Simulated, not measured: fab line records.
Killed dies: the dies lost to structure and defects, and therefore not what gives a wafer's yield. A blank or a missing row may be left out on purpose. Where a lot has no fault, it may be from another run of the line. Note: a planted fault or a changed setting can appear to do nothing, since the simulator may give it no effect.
Matching of chambers :: flow sfq line :: 4 sister chambers for SFQ_TRILAYER_A5B_CMP_CMP_130 on cmp-02
The step polishes, stops on Nb, target thk 340.7 nm. 16 wafers are shown with their chamber, then 8 later ones without.

## WAFERS PAIRED WITH THEIR CHAMBERS
wafer: L816.1
chamber: 0
motor current A (A): 10.2

wafer: L816.3
chamber: 3
motor current A (A): 9.2

wafer: L816.4
chamber: 2
motor current A (A): 9.4

wafer: L819.1
chamber: 1
motor current A (A): 11.2

wafer: L819.5
chamber: 0
motor current A (A): 10.0

wafer: L819.6
chamber: 1
motor current A (A): 11.4

wafer: L821.2
chamber: 0
motor current A (A): 10.2

wafer: L821.4
chamber: 2
motor current A (A): 9.4

wafer: L821.6
chamber: 0
motor current A (A): 9.7

wafer: L822.2
chamber: 1
motor current A (A): 11.9

wafer: L822.4
chamber: 3
motor current A (A): 9.4

wafer: L822.6
chamber: 0
motor current A (A): 9.9

wafer: L825.3
chamber: 1
motor current A (A): 11.9

wafer: L825.4
chamber: 2
motor current A (A): 9.0

wafer: L825.5
chamber: 0
motor current A (A): 10.3

wafer: L831.1
chamber: 0
motor current A (A): 9.7

SIGNATURES (averages over the wafers above)
reading: motor current A
chamber 0: 10.000
chamber 1: 11.600
chamber 2: 9.267
chamber 3: 9.300
scatter within a chamber: 0.269
Rule: a wafer's distance from a chamber is the root of the sum, over the readings, of the square of ((its reading less the chamber's mean) divided by the reading's scatter). The wafer belongs to the nearest chamber; if the next one is less than 2 further off, it can't be placed. The scatter is the square root of a quotient: the sum, over the shown wafers, of each reading's squared deviation from its chamber's mean, divided by wafers minus chambers.

## WAFERS WITHOUT THEIR CHAMBER
wafer: L831.3
motor current A (A): 11.2

wafer: L831.4
motor current A (A): 9.4

wafer: L832.1
motor current A (A): 9.1

wafer: L832.3
motor current A (A): 9.3

wafer: L832.4
motor current A (A): 11.3

wafer: L836.1
motor current A (A): 10.4

wafer: L836.3
motor current A (A): 11.7

wafer: L836.5
motor current A (A): 9.9

## EACH ONE'S CHAMBER
wafer: L831.3
from the rows above: 1
in truth: 1

wafer: L831.4
from the rows above: can't be placed: 3 or 2 or 0
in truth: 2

wafer: L832.1
from the rows above: can't be placed: 2 or 3
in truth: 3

wafer: L832.3
from the rows above: can't be placed: 3 or 2
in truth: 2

wafer: L832.4
from the rows above: 1
in truth: 1

wafer: L836.1
from the rows above: 0
in truth: 0

wafer: L836.3
from the rows above: 1
in truth: 1

wafer: L836.5
from the rows above: can't be placed: 0 or 3 or 2
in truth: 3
Placed correctly: 4 of 8. Can't be placed from these rows: 4 (the true chamber is among the candidates in 4). 0 placed wrongly.
